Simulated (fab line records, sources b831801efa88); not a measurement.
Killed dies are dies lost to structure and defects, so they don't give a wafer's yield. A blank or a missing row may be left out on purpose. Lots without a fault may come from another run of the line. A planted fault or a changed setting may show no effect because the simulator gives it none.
One fault seen from 2 desks | flow sky130 | each desk has only its own numbers; what lay behind them comes last

THE METROLOGY DESK
What the gauges read, lot by lot, whatever tool the lot ran on: means of the sampled wafers that have a number. A lot is out of limits, marked OUT, if its mean lies more than 4 standard deviations from the usual mean; the brackets give that distance. Of its 12 readings 7 are shown: those that lie furthest out on some lot.
Columns: A = LI_CONTACT_W_RS at SKY_LI_CONTACT_RS_MEAS_22, usual 0.286 ohm/sq; B = LI_CONTACT_W_THK at SKY_LI_CONTACT_THK_MEAS_23, usual 392 nm; C = LOCAL_INTERCONNECT_TIN_RS at SKY_LOCAL_INTERCONNECT_RS_MEAS_01, usual 14.14 ohm/sq; D = LOCAL_INTERCONNECT_TIN_THK at SKY_LOCAL_INTERCONNECT_THK_MEAS_02, usual 99.8 nm; E = cd_nm at SKY_LOCAL_INTERCONNECT_CD_MEAS_11, usual 170.5 nm; F = LOCAL_INTERCONNECT_OVL at SKY_LOCAL_INTERCONNECT_OVL_MEAS_12, usual 3 nm; G = CONTACT_HDPCVD_THK at SKY_CONTACT_THK_MEAS_03, usual 564 nm
lot  | first seen here | A     | B   | C     | D     | E     | F  | G
L890 | day 31 11:21    | 0.290 | 391 | 14.19 | 98.8  | 169.2 | -1 | 567
L891 | day 31 17:20    | 0.289 | 388 | 13.93 | 101.3 | 170.3 | -1 | 557
L893 | day 32 02:52    | 0.278 | 403 | 14.01 | 100.5 | 174.1 | 7  | 564
L894 | day 32 16:47    | 0.285 | 389 | 14.18 | 100.2 | 171.3 | 1  | 561
L900 | day 34 18:55    | 0.284 | 392 | 14.07 | 100.0 | 171.4 | -8 | 561
L902 | day 35 03:47    | 0.276 | 400 | 14.09 | 99.5  | 168.8 | 3  | 568
This desk's finding: nothing out of limits on any of the 6 lots.

THE TOOL OWNER'S DESK: cvd_w-01
The tool's own readings at SKY_LI_CONTACT_CVD_21 (deposits W, target thk 400 nm, time 120.56 s): means of the sampled wafers that have a number, for each lot that ran on this tool. A lot is out of limits, marked OUT, if its mean lies more than 4 standard deviations from the usual mean; the brackets give that distance.
Columns: A = heater_power_w at SKY_LI_CONTACT_CVD_21, usual 890 W
lot  | first seen here | A
L893 | day 32 03:34    | 936
L900 | day 34 19:37    | 924
L902 | day 35 04:31    | 932
This desk's finding: nothing out of limits on any of the 3 lots.

PUT TOGETHER
The metrology desk saw nothing out of limits.
The tool owner's desk saw nothing out of limits.

WHAT THE SIMULATOR HAD PUT IN
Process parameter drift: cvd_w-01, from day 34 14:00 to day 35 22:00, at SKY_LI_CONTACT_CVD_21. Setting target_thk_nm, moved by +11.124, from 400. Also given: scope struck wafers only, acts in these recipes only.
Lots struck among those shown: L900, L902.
